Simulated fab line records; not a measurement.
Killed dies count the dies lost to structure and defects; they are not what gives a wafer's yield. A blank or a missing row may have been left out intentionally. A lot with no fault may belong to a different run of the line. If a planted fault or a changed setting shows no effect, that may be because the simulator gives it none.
Comparing a struck lot with a sound one + flow sky130 + 15 steps out of a route of 708
Sound: the wafers L198.1, L198.3, L198.6. The struck wafers were L206.1, L206.2, L206.3. The cause is named last.
Per side, at each step with rows, come the tool, then ch with its chambers, and then its first start. Under that, the readings that differ: sound wafers + struck wafers + difference of the means + sigmas: that difference in standard deviations of wafers without a fault.
alike: words and numbers the same on both sides, and readings whose means are apart by under 2 such deviations; not compared: readings that were withheld, readings missing a value for some wafer, numbers with overlapping values and no deviation given by the record, and bounds like >300 which may hide the same value.
The two part at a step that has a row with sigmas, a row that says differs or no value, or rows on one side only. When numbers do not overlap yet have no deviation, they are printed without sigmas and do not part them. Lack of a reading on every wafer of one side parts them only where that side has two or more wafers.

first, 4 steps without rows for these wafers: SKY_LDD_HVP_SOFTBAKE_03 (time 60 s); SKY_LDD_HVP_EXPOSE_04 (exposes mask HVPTM, target cd 700 nm); SKY_LDD_HVP_PEB_05; SKY_LDD_HVP_DEVELOP_06 (develop time 60 s).
SKY_LDD_HVP_OVL_MEAS_07:
  struck on overlay-02, day 25 10:31; sound on overlay-02, day 23 15:13
  alike: LDD_HVP_OVL
following that, these wafers have no rows for 1 step: SKY_LDD_HVP_IMPLANT_08.
SKY_LDD_HVP_STRIP_09: strips in O2/N2.
  sound on plasma asher-04 ch 0,1, day 23 15:24; struck on plasma asher-02 ch 0,1, day 25 10:42
  alike: drypump motor current A, o2 flow sccm, oes product au, strip time to endpoint s
  not compared: rf hours counter h
SKY_LDD_HVP_TW_MEAS_10:
  struck on film metro-04, day 25 10:48; sound on film metro-02, day 23 15:30
  alike: LDD_HVP_TW
then, 4 steps without rows for these wafers: SKY_LDD_LDN_DEHYDRATE_00 (time 60 s); SKY_LDD_LDN_HMDS_01 (prime time 60 s); SKY_LDD_LDN_COAT_02 (resist thk 1148 nm); SKY_LDD_LDN_SOFTBAKE_03 (time 60 s).
SKY_LDD_LDN_EXPOSE_04: exposes mask LDNTM, target cd 700 nm.
  sound on iline stepper-02 ch 0, day 24 06:14; struck on iline stepper-01 ch 0, day 26 01:29
| reading | sound                   | struck                           | difference | sigmas |
|---------|-------------------------|----------------------------------|------------|--------|
| mask    | LDNTM#0 LDNTM#0 LDNTM#0 | LDNTM_R1#0 LDNTM_R1#0 LDNTM_R1#0 | differs    |        |
following that, these wafers have no rows for 1 step: SKY_LDD_LDN_PEB_05.
-- a jump in the record: the struck wafers' starts before and after are 22 days apart (it breaks off in module LDD_LDN and resumes in module PAD_OPEN, where the first step shown is number 708 of the route) --
SKY_PAD_OPEN_PROBE_99:
  struck on prober-01, day 48 06:50; sound on prober-02, day 46 22:32
| reading         | sound | struck | difference | sigmas |
|-----------------|-------|--------|------------|--------|
| killed at other | 0 2 1 | 0 0 0  | -1         | -2     |
  alike: killed_at_M0_to_M3, killed_at_M4_up, killed at contacts, killed at front end, killed dies, killed open, killed short

== WHERE THEY PART ==
First at SKY_LDD_LDN_EXPOSE_04; last, within this record, at SKY_PAD_OPEN_PROBE_99.

WHY: what the simulator had put in
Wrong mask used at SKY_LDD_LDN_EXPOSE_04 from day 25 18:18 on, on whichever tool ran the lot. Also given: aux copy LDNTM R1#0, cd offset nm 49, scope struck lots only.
